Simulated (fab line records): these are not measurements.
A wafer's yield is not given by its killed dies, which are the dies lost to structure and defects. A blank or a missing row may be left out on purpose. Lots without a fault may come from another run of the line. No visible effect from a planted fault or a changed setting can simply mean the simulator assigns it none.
fab line records -- flow sky130
record lots=5, wafers=15, lastDay=50
route steps=708 shown LI_CONTACT@370 PAD_OPEN@708
lots untouched by any fault: they come from a run of this same line in which no faults occurred
startH: hours from the record's opening day to when the first of the lot's shown wafers began -- waitH: how many hours have passed since the lot's step before this one -- " the same as in the row above -- L1.1+2: several wafers, shown together as one row -- - value missing, or start not given -- * or withheld: withheld -- < > ~ a bound
route shown NAME@n: NAME is a module with steps in the file, n the number in the route of the first one -- usual: average and standard deviation across the fault-free wafers -- same: alike in all rows -- chamber/n: place in a boat -- sites: readings site by site -- _std_site: standard deviation across them -- _edge_site: mean of outer sites minus mean of inner sites -- radiusMm: how far each site lies from the wafer's centre -- mask NAME#n: copy n -- behind: the most recent tool/chamber to have shaped the wafer -- hold: why the lot went on hold/how many hours it stayed there/how the hold came to an end -- device: whichever transistor did not switch (one of n, p or np) -- end of line: the same wafers' tests at the end of the route -- where a step has no rows: the recipe by itself -- killed: dies lost to structure and defects at the first sort, not the wafer's yield -- map: a wafer's dies, marking killed ones x, the rest . and places with no die _
set.NAME: setting as actually run; set.NAME@STEP: the setting as run at that earlier step -- model.NAME: the simulator's own value behind a step, which no gauge read
certain route steps with their lots: each step a table, each wafer a row
services: from which hour (startH, from the record's first day; less than 0 if before it) a tool's chamber was out of use, for how many hours, and why
## steps
# step SKY_LI_CONTACT_SOFTBAKE_08
# recipe tempC=100, timeS=90, resist=KrF-thick
# step SKY_LI_CONTACT_EXPOSE_09
# recipe maskId=LICM1, na=0.8, sourceShape=annular, sigmaInner=0.55, sigmaOuter=0.85, targetCdNm=170, doseMj=38
# step SKY_LI_CONTACT_PEB_10
# recipe pebTempC=withheld, pebTimeS=withheld, resist=KrF-thick
# step SKY_LI_CONTACT_DEVELOP_11
# recipe developTimeS=60, resist=KrF-thick, devTempC=21
# step SKY_LI_CONTACT_CD_MEAS_12
# recipe targetCdNm=170
# usual cdNm=169.7/1.6
lot.wafer,tool,chamber,startH,waitH,cdNm
L300.3,cdSem-01,-,701.62,-,168.2
L300.4,cdSem-01,-,701.62,-,167.8
L300.5,cdSem-01,-,701.62,-,168.5
L306.1,cdSem-02,-,748.04,-,170.5
L306.2,cdSem-02,-,748.04,-,170.2
L306.3,cdSem-02,-,748.04,-,171.5
L311.1,cdSem-02,-,816.84,-,169.6
L311.3,cdSem-02,-,816.84,-,168.6
L311.4,cdSem-02,-,816.84,-,169.8
L314.1,cdSem-02,-,839.47,-,171.2
L314.5,cdSem-02,-,839.47,-,170.8
L314.6,cdSem-02,-,839.47,-,170.7
L319.2,cdSem-01,-,865.45,-,167.3
L319.4,cdSem-01,-,865.45,-,167.9
L319.5,cdSem-01,-,865.45,-,169.0
# step SKY_LI_CONTACT_OVL_MEAS_13
# usual LI_CONTACT_OVL=0/5.2
lot.wafer,tool,chamber,startH,waitH,LI_CONTACT_OVL[nm]
L300.3,overlay-02,-,701.71,0.1,1
L300.4,overlay-02,-,701.71,0.1,-2
L300.5,overlay-02,-,701.71,0.1,-1
L306.1,overlay-01,-,748.16,0.1,-3
L306.2,overlay-01,-,748.16,0.1,4
L306.3,overlay-01,-,748.16,0.1,1
L311.1,overlay-01,-,816.96,0.1,3
L311.3,overlay-01,-,816.96,0.1,4
L311.4,overlay-01,-,816.96,0.1,1
L314.1,overlay-01,-,839.59,0.1,-9
L314.5,overlay-01,-,839.59,0.1,0
L314.6,overlay-01,-,839.59,0.1,-6
L319.2,overlay-01,-,865.56,0.1,3
L319.4,overlay-01,-,865.56,0.1,0
L319.5,overlay-01,-,865.56,0.1,1
# step SKY_LI_CONTACT_ETCH_14
# recipe chemistry=N2/H2, target=BARC, ionEnergyEv=200, sourceW=500, biasW=100, pressureMtorr=30, n2FlowSccm=100, h2FlowSccm=200, stopOn=SiO2, timeS=45.9, targetDepthA=600
# usual biasW=100.1/0.3, drypumpMotorCurrentA=5.8/0.44, oesProductAu=0.855/0.0053, throttleValvePct=13.225/0.0097
lot.wafer,tool,chamber,startH,waitH,biasW,drypumpMotorCurrentA,oesProductAu,rfHoursCounterH,throttleValvePct
L300.3,rieDiel-04,1,701.74,0.0,99.8,6.0,0.851,39,13.221
L300.4,rieDiel-04,3,701.74,0.0,100.1,5.6,0.849,33,13.229
L300.5,rieDiel-04,0,701.74,0.0,100.1,6.0,0.862,-,13.226
L306.1,rieDiel-02,2,748.20,0.0,99.9,6.0,0.853,8,13.235
L306.2,rieDiel-02,1,748.20,0.0,100.1,6.3,0.851,7,13.214
L306.3,rieDiel-02,0,748.20,0.0,100.1,6.4,0.856,50,13.244
L311.1,rieDiel-02,2,817.00,0.0,99.8,6.0,0.852,10,13.214
L311.3,rieDiel-02,1,817.00,0.0,100.4,6.3,0.858,9,13.211
L311.4,rieDiel-02,0,817.00,0.0,100.4,6.4,0.858,1,13.229
L314.1,rieDiel-04,0,839.63,0.0,100.3,5.9,0.860,23,13.233
L314.5,rieDiel-04,2,839.63,0.0,100.2,5.4,0.863,-,13.228
L314.6,rieDiel-04,1,839.63,0.0,99.9,6.0,0.860,-,13.233
L319.2,rieDiel-04,3,865.59,0.0,99.6,5.6,0.858,0,13.213
L319.4,rieDiel-04,0,865.59,0.0,99.8,6.0,0.858,23,13.229
L319.5,rieDiel-04,3,865.59,0.0,99.7,5.6,0.857,-,13.213
# step SKY_LI_CONTACT_ETCH_15
# recipe target=PSG, chemistry=C4F8/O2/Ar, stopOn=Si, taperDeg=4.15, maskMaterial=KrF-thick, sourceW=1500, biasW=1200, pressureMtorr=40, c4f8FlowSccm=withheld, O2_flow_sccm=6, Ar_flow_sccm=300, timeS=withheld, targetDepthA=6000
# usual biasW=1200/3.5, oesProductAu=0.837/0.0049
lot.wafer,tool,chamber,startH,waitH,biasW,oesProductAu
L300.3,rieDiel-04,1,701.78,0.0,1207,0.839
L300.4,rieDiel-04,3,701.78,0.0,1203,0.840
L300.5,rieDiel-04,0,701.78,0.0,1200,0.832
L306.1,rieDiel-02,2,748.24,0.0,1200,0.839
L306.2,rieDiel-02,1,748.24,0.0,1205,0.833
L306.3,rieDiel-02,0,748.24,0.0,1196,0.835
L311.1,rieDiel-02,2,817.04,0.0,1202,0.836
L311.3,rieDiel-02,1,817.04,0.0,1208,0.832
L311.4,rieDiel-02,0,817.04,0.0,1193,0.838
L314.1,rieDiel-04,0,839.67,0.0,1198,0.836
L314.5,rieDiel-04,2,839.67,0.0,1199,0.829
L314.6,rieDiel-04,1,839.67,0.0,1201,0.834
L319.2,rieDiel-04,3,865.63,0.0,1206,0.843
L319.4,rieDiel-04,0,865.63,0.0,1195,0.837
L319.5,rieDiel-04,3,865.63,0.0,1202,0.837
# step SKY_LI_CONTACT_STRIP_16
# recipe chemistry=O2/N2, powerW=1400, pressureMtorr=1500, platenTempC=withheld, o2FlowSccm=3000, n2FlowSccm=300, overashFraction=0.5
# usual drypumpMotorCurrentA=5.8/0.48, oesProductAu=0.376/0.0049, stripTimeToEndpointS=3.52/0.03
lot.wafer,tool,chamber,startH,waitH,drypumpMotorCurrentA,oesProductAu,rfHoursCounterH,stripTimeToEndpointS
L300.3,plasmaAsher-03,1,701.90,-,5.6,0.378,-,3.55
L300.4,plasmaAsher-03,0,701.90,-,5.2,0.380,-,3.52
L300.5,plasmaAsher-03,0,701.90,-,5.2,0.378,-,3.47
L306.1,plasmaAsher-03,0,748.32,-,5.2,0.376,60,3.50
L306.2,plasmaAsher-03,1,748.32,-,5.6,0.382,60,3.51
L306.3,plasmaAsher-03,0,748.32,-,5.2,0.375,-,3.47
L311.1,plasmaAsher-02,1,817.12,-,6.1,0.378,100,3.53
L311.3,plasmaAsher-02,0,817.12,-,6.0,0.375,-,3.52
L311.4,plasmaAsher-02,1,817.12,-,6.1,0.380,-,3.55
L314.1,plasmaAsher-01,1,839.76,-,6.6,0.380,10,3.50
L314.5,plasmaAsher-01,1,839.76,-,6.6,0.367,-,3.49
L314.6,plasmaAsher-01,0,839.76,-,5.6,0.373,-,3.48
L319.2,plasmaAsher-03,0,865.72,-,5.2,0.373,72,3.49
L319.4,plasmaAsher-03,0,865.72,-,5.2,0.378,-,3.50
L319.5,plasmaAsher-03,0,865.72,-,5.2,0.374,-,3.47
# step SKY_LI_CONTACT_CLEAN_17
# recipe chemistry=NMP, timeS=600, tempC=60, dry=n2Spin
# step SKY_LI_CONTACT_PRE_CLEAN_18
# recipe gas=Ar, timeS=5.6, biasV=358
# step SKY_LI_CONTACT_SPUTTER_19
# recipe material=Ti, targetThkNm=20, chamberPressurePa=5, powerW=2500, substrateTempC=200, timeS=106.37
# usual substrateTempC=199.98/0.16, throttleValvePct=30.0/1.2
lot.wafer,tool,chamber,startH,waitH,substrateTempC,throttleValvePct
L300.3,pvdSputter-03,-,702.16,0.0,200.19,30.5
L300.4,pvdSputter-03,-,702.16,0.0,199.78,30.2
L300.5,pvdSputter-03,-,702.16,0.0,199.97,30.5
L306.1,pvdSputter-02,-,748.62,0.0,199.91,27.7
L306.2,pvdSputter-02,-,748.62,0.0,199.91,30.9
L306.3,pvdSputter-02,-,748.62,0.0,200.18,29.3
L311.1,pvdSputter-01,-,817.42,0.0,199.97,29.7
L311.3,pvdSputter-01,-,817.42,0.0,200.06,30.3
L311.4,pvdSputter-01,-,817.42,0.0,199.96,31.6
L314.1,pvdSputter-01,-,840.06,0.0,200.00,28.3
L314.5,pvdSputter-01,-,840.06,0.0,200.17,30.1
L314.6,pvdSputter-01,-,840.06,0.0,199.83,30.2
L319.2,pvdSputter-02,-,866.01,0.0,199.91,30.8
L319.4,pvdSputter-02,-,866.01,0.0,199.98,29.2
L319.5,pvdSputter-02,-,866.01,0.0,200.15,30.9
# step SKY_LI_CONTACT_SPUTTER_20
# recipe material=TiN, targetThkNm=20, chamberPressurePa=5, powerW=4000, timeS=80
# usual throttleValvePct=30.0/1.2
lot.wafer,tool,chamber,startH,waitH,throttleValvePct,model.TiN_of_LI_CONTACT_SPUTTER_20.thkNm
L300.3,pvdSputter-03,-,702.24,0.0,30.5,20.36
L300.4,pvdSputter-03,-,702.24,0.0,30.1,20.07
L300.5,pvdSputter-03,-,702.24,0.0,30.9,20.17
L306.1,pvdSputter-02,-,748.70,0.0,28.1,6.114
L306.2,pvdSputter-02,-,748.70,0.0,31.0,6.216
L306.3,pvdSputter-02,-,748.70,0.0,29.1,6.316
L311.1,pvdSputter-01,-,817.50,0.0,29.9,19.94
L311.3,pvdSputter-01,-,817.50,0.0,30.3,19.94
L311.4,pvdSputter-01,-,817.50,0.0,31.6,20.1
L314.1,pvdSputter-01,-,840.14,0.0,28.0,19.84
L314.5,pvdSputter-01,-,840.14,0.0,30.0,19.87
L314.6,pvdSputter-01,-,840.14,0.0,30.5,19.74
L319.2,pvdSputter-02,-,866.09,0.0,30.8,20.18
L319.4,pvdSputter-02,-,866.09,0.0,29.0,20.39
L319.5,pvdSputter-02,-,866.09,0.0,30.9,20.18
# step SKY_LI_CONTACT_CVD_21
# recipe material=W, targetThkNm=400, timeS=120.56, tempC=400, pressureTorr=40
# usual heaterPowerW=794/33
lot.wafer,tool,chamber,startH,waitH,heaterPowerW
L300.3,cvdW-02,1,702.34,0.1,802
L300.4,cvdW-02,0,702.34,0.1,824
L300.5,cvdW-02,0,702.34,0.1,839
L306.1,cvdW-02,1,748.76,0.0,795
L306.2,cvdW-02,0,748.76,0.0,829
L306.3,cvdW-02,0,748.76,0.0,836
L311.1,cvdW-02,1,817.56,0.0,808
L311.3,cvdW-02,1,817.56,0.0,805
L311.4,cvdW-02,0,817.56,0.0,831
L314.1,cvdW-02,1,840.20,0.0,834
L314.5,cvdW-02,1,840.20,0.0,806
L314.6,cvdW-02,0,840.20,0.0,841
L319.2,cvdW-02,1,866.15,0.0,813
L319.4,cvdW-02,1,866.15,0.0,817
L319.5,cvdW-02,1,866.15,0.0,804
# step SKY_LI_CONTACT_RS_MEAS_22
# recipe thkMeasGauge=four-point-probe, reads=W_of_LI_CONTACT_CVD_21+TiN_of_LI_CONTACT_SPUTTER_20+Ti_of_LI_CONTACT_SPUTTER_19
# usual LI_CONTACT_W_RS=0.2839/0.0028
lot.wafer,tool,chamber,startH,waitH,hold,LI_CONTACT_W_RS[ohm/sq]
L300.3,filmMetro-03,-,702.46,0.1,-,0.2832
L300.4,filmMetro-03,-,702.46,0.1,-,0.2860
L300.5,filmMetro-03,-,702.46,0.1,-,0.2836
L306.1,filmMetro-03,-,748.88,0.1,awaitDispo/0.2h/release,0.2864
L306.2,filmMetro-03,-,748.88,0.1,awaitDispo/0.2h/release,0.2896
L306.3,filmMetro-03,-,748.88,0.1,awaitDispo/0.2h/release,0.2873
L306.1,filmMetro-03,-,749.17,0.3,-,0.2867
L306.2,filmMetro-03,-,749.17,0.3,-,0.2887
L306.3,filmMetro-03,-,749.17,0.3,-,0.2867
L311.1,filmMetro-03,-,817.68,0.1,-,0.2876
L311.3,filmMetro-03,-,817.68,0.1,-,0.2840
L311.4,filmMetro-03,-,817.68,0.1,-,0.2829
L314.1,filmMetro-03,-,840.33,0.1,-,0.2866
L314.5,filmMetro-03,-,840.33,0.1,-,0.2835
L314.6,filmMetro-03,-,840.33,0.1,-,0.2862
L319.2,filmMetro-02,-,866.29,0.1,-,0.2871
L319.4,filmMetro-02,-,866.29,0.1,-,0.2819
L319.5,filmMetro-02,-,866.29,0.1,-,0.2825
# step SKY_LI_CONTACT_THK_MEAS_23
# recipe thkMeasGauge=xrf, reads=W_of_LI_CONTACT_CVD_21
# usual LI_CONTACT_W_THK=408/6
lot.wafer,tool,chamber,startH,waitH,hold,LI_CONTACT_W_THK[nm]
L300.3,filmMetro-03,-,702.56,0.1,-,406
L300.4,filmMetro-03,-,702.56,0.1,-,406
L300.5,filmMetro-03,-,702.56,0.1,-,409
L306.1,filmMetro-03,-,751.26,2.1,awaitDispo/2.0h/release,402
L306.2,filmMetro-03,-,751.26,2.1,awaitDispo/2.0h/release,397
L306.3,filmMetro-03,-,751.26,2.1,awaitDispo/2.0h/release,400
L311.1,filmMetro-03,-,817.80,0.1,-,402
L311.3,filmMetro-03,-,817.80,0.1,-,407
L311.4,filmMetro-03,-,817.80,0.1,-,409
L314.1,filmMetro-03,-,840.45,0.1,-,395
L314.5,filmMetro-03,-,840.45,0.1,-,400
L314.6,filmMetro-03,-,840.45,0.1,-,397
L319.2,filmMetro-02,-,866.40,0.1,-,408
L319.4,filmMetro-02,-,866.40,0.1,-,415
L319.5,filmMetro-02,-,866.40,0.1,-,418
# step SKY_PAD_OPEN_PROBE_99
# usual killed_at_M0_to_M3=44/7.3, killed_at_M4_up=3.2/1.8, killedAtContacts=24/5.4, killedAtFrontEnd=16/4.4, killedAtOther=0.3/0.48, killedDies=86/9.5, killedOpen=47/7.7, killedShort=39/6.4
# same grossDies=492, killedAtBackSide=0
lot.wafer,tool,chamber,startH,waitH,killed_at_M0_to_M3,killed_at_M4_up,killedAtContacts,killedAtFrontEnd,killedAtOther,killedDies,killedOpen,killedShort,model.etest.liconNdiff.rcOhm,model.etest.nfetG5v0d10v5.rOnOhmUm,model.etest.liconPdiff.rcOhm,model.etest.nfet_01v8.rOnOhmUm,model.etest.sonosUncharged.rOnOhmUm,model.etest.liconPoly.rcOhm,model.etest.liconHighPo.rcOhm,model.etest.nfet_01v8_lvt.driveUaUm
L300.3,prober-02,-,1096.14,0.2,43,5,33,10,1,92,50,42,188.9,1939,616.5,842.7,827.1,156.1,366.9,570.4
L300.4,prober-02,-,1096.19,0.2,39,3,24,9,0,75,43,32,180.1,1911,617,822,817.5,153.6,360.7,577.2
L300.5,prober-02,-,1096.24,0.2,42,3,29,15,0,89,45,44,183.8,1921,586.6,826,817.9,156.8,363.4,579
L306.1,prober-02,-,1126.78,0.1,43,2,31,18,0,94,58,36,371.4,2057,722.8,972.6,943.2,265.7,452.6,541.9
L306.2,prober-02,-,1126.83,0.1,55,3,18,18,1,95,55,40,363.9,2080,762.2,988.2,926.7,283.4,449.2,539.2
L306.3,prober-02,-,1126.88,0.2,50,3,34,11,1,99,59,40,367,2072,707,962.9,940.5,266.7,458.6,549.4
L311.1,prober-02,-,1176.39,0.1,40,1,25,23,0,89,53,36,187.9,1873,596.2,871.7,817.7,152,353.4,531.8
L311.3,prober-02,-,1176.49,0.2,43,2,23,14,0,82,44,38,188.1,1864,597,866.3,816.2,153.2,364.8,542.5
L311.4,prober-02,-,1176.54,0.2,46,4,26,12,0,88,57,31,184,1880,605.8,873,809.6,152.8,326.7,543.5
L314.1,prober-02,-,1189.79,0.1,56,3,14,11,0,84,44,40,183.3,1870,583,838.5,813.1,148,330.2,560
L314.5,prober-02,-,1189.99,0.2,34,6,27,22,0,89,49,40,182,1866,576,837.4,830.8,148.6,338.9,563.6
L314.6,prober-02,-,1190.04,0.2,55,0,24,20,2,101,53,48,179.8,1857,564.9,852.6,822.2,147.2,339.2,564.5
L319.2,prober-02,-,1204.20,0.1,42,6,18,19,0,85,52,33,184.3,1901,603.4,884.5,832.5,153.8,350.4,537.4
L319.4,prober-02,-,1204.30,0.2,55,1,28,24,1,109,65,44,183.2,1893,582.1,860.6,799.5,147.9,344,543.1
L319.5,prober-02,-,1204.35,0.2,49,3,9,19,0,80,44,36,176.6,1903,584.8,878.8,819.4,151.7,349.2,542.8
# killed by level:class
L300.3 VIA1:geometricParticle:open=10 CONTACT:geometricParticle:open=9 LI_CONTACT:geometricParticle:open=9 POLY_GATE:geometricParticle:open=6 VIA2:geometricParticle:open=6 LOCAL_INTERCONNECT:geometricParticle:short=5 VIA1:geometricParticle:short=5 VIA2:geometricParticle:short=5
L300.4 VIA1:geometricParticle:open=12 CONTACT:geometricParticle:open=8 LI_CONTACT:geometricParticle:open=7 VIA3:geometricParticle:open=6 VIA1:geometricParticle:short=6 METAL2:geometricParticle:short=5 CONTACT:geometricParticle:short=4 METAL1:geometricParticle:short=4
L300.5 VIA1:geometricParticle:open=9 METAL1:geometricParticle:short=8 CONTACT:geometricParticle:open=8 LI_CONTACT:geometricParticle:open=7 VIA3:geometricParticle:open=7 CONTACT:geometricParticle:short=5 VIA3:geometricParticle:short=5 LI_CONTACT:geometricParticle:short=4
L306.1 VIA2:geometricParticle:open=11 CONTACT:geometricParticle:open=10 VIA1:geometricParticle:open=10 LI_CONTACT:geometricParticle:open=8 CONTACT:geometricParticle:short=6 SPACER:geometricParticle:open=5 VIA3:geometricParticle:open=5 FIELD_ISO:geometricParticle:open=4
L306.2 VIA1:geometricParticle:open=15 VIA3:geometricParticle:open=12 VIA2:geometricParticle:open=7 FIELD_ISO:geometricParticle:short=5 POLY_GATE:geometricParticle:open=5 VIA1:geometricParticle:short=5 LOCAL_INTERCONNECT:geometricParticle:short=5 CONTACT:geometricParticle:open=5
L306.3 CONTACT:geometricParticle:open=16 VIA1:geometricParticle:open=13 VIA2:geometricParticle:open=11 VIA1:geometricParticle:short=7 CONTACT:geometricParticle:short=6 LI_CONTACT:geometricParticle:open=6 LOCAL_INTERCONNECT:geometricParticle:short=5 VIA2:geometricParticle:short=5
L311.1 VIA1:geometricParticle:open=11 CONTACT:geometricParticle:open=10 FIELD_ISO:geometricParticle:open=7 LI_CONTACT:geometricParticle:open=7 FIELD_ISO:geometricParticle:short=6 METAL1:geometricParticle:short=6 VIA2:geometricParticle:open=5 POLY_GATE:geometricParticle:open=4
L311.3 LI_CONTACT:geometricParticle:open=9 VIA1:geometricParticle:open=9 METAL2:geometricParticle:short=6 FIELD_ISO:geometricParticle:open=5 LOCAL_INTERCONNECT:geometricParticle:short=5 CONTACT:geometricParticle:open=5 METAL1:geometricParticle:short=5 VIA1:geometricParticle:short=5
L311.4 VIA1:geometricParticle:open=17 CONTACT:geometricParticle:open=9 LI_CONTACT:geometricParticle:open=8 VIA3:geometricParticle:open=8 LI_CONTACT:geometricParticle:short=6 METAL1:geometricParticle:short=6 FIELD_ISO:geometricParticle:short=4 POLY_GATE:geometricParticle:open=4
L314.1 VIA3:geometricParticle:open=16 VIA1:geometricParticle:open=8 VIA1:geometricParticle:short=7 METAL2:geometricParticle:short=7 CONTACT:geometricParticle:open=6 VIA2:geometricParticle:open=5 FIELD_ISO:geometricParticle:open=4 POLY_GATE:geometricParticle:short=4
L314.5 CONTACT:geometricParticle:open=12 VIA1:geometricParticle:open=9 LI_CONTACT:geometricParticle:open=7 FIELD_ISO:geometricParticle:open=6 VIA1:geometricParticle:short=6 FIELD_ISO:geometricParticle:short=5 POLY_GATE:geometricParticle:short=4 LI_CONTACT:geometricParticle:short=4
L314.6 VIA1:geometricParticle:open=18 CONTACT:geometricParticle:open=8 FIELD_ISO:geometricParticle:short=7 METAL1:geometricParticle:short=6 VIA2:geometricParticle:open=6 FIELD_ISO:geometricParticle:open=5 LI_CONTACT:geometricParticle:open=5 LOCAL_INTERCONNECT:geometricParticle:short=5
L319.2 CONTACT:geometricParticle:open=9 VIA1:geometricParticle:open=7 VIA3:geometricParticle:open=7 FIELD_ISO:geometricParticle:open=6 METAL2:geometricParticle:short=5 VIA2:geometricParticle:open=5 POLY_GATE:geometricParticle:open=4 LOCAL_INTERCONNECT:geometricParticle:short=4
L319.4 CONTACT:geometricParticle:open=12 VIA1:geometricParticle:open=10 FIELD_ISO:geometricParticle:open=9 VIA2:geometricParticle:open=9 VIA3:geometricParticle:open=8 METAL1:geometricParticle:short=7 FIELD_ISO:geometricParticle:short=6 LI_CONTACT:geometricParticle:open=6
L319.5 VIA1:geometricParticle:open=11 VIA1:geometricParticle:short=9 FIELD_ISO:geometricParticle:short=6 METAL2:geometricParticle:open=6 VIA2:geometricParticle:open=6 FIELD_ISO:geometricParticle:open=5 VIA3:geometricParticle:open=5 CONTACT:geometricParticle:open=5
## services
tool,chamber,startH,hours,kind
rieDiel-04,1,686.60,4.1,repair
plasmaAsher-01,-,697.61,1.4,repair
pvdSputter-02,-,703.11,2.9,repair
cvdW-02,-,724.15,2.8,pm
plasmaAsher-01,-,733.75,9.0,pm
plasmaAsher-02,-,743.12,15.6,pm
rieDiel-04,-,745.67,20.2,repair
rieDiel-02,1,750.10,4.9,repair
rieDiel-02,0,754.43,8.0,repair
rieDiel-02,0,762.45,-,clean
rieDiel-02,0,762.45,18.7,scheduledDown
rieDiel-02,1,777.67,10.7,repair
rieDiel-04,1,778.38,-,clean
rieDiel-04,1,778.38,21.0,scheduledDown
rieDiel-04,1,778.38,21.0,ventCycle
plasmaAsher-01,-,780.32,0.9,repair
rieDiel-04,3,820.58,-,clean
rieDiel-04,3,820.58,38.2,scheduledDown
rieDiel-04,3,820.58,38.2,ventCycle
rieDiel-02,1,826.66,7.3,repair
plasmaAsher-03,-,826.88,6.9,repair
pvdSputter-03,-,852.90,2.4,repair
plasmaAsher-02,-,856.33,5.3,repair
pvdSputter-03,-,859.39,0.8,repair
## key
firstSign step=SKY_LI_CONTACT_RS_MEAS_22, reading=visit, direction=added
effect none on later readings
modelEffect step=SKY_LI_CONTACT_SPUTTER_20, value=TiN_of_LI_CONTACT_SPUTTER_20.thkNm, without=20.25, struck=6.215
modelEffect step=SKY_PAD_OPEN_PROBE_99, value=etest.liconNdiff.rcOhm, without=180.6, struck=367.4
metAt SKY_LI_CONTACT_SPUTTER_20
struckWafers L306.1,L306.2,L306.3
testerLeftOut L306
fault kind=processParameterDrift, tool=pvdSputter-02, chamber=-, onsetH=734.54, steps=SKY_LI_CONTACT_SPUTTER_20, channel=targetThkNm, offset=-14.035, shape=step, endH=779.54, actsIn=theseRecipesOnly, stated=20
# testerLeftOut: of these lots the tester's yield and bins aren't shown, on N5 and GAA mostly nor the transistor test; their killed dies are dies lost to structure and defects alone, not to doping, threshold or leakage, so they don't give the yield
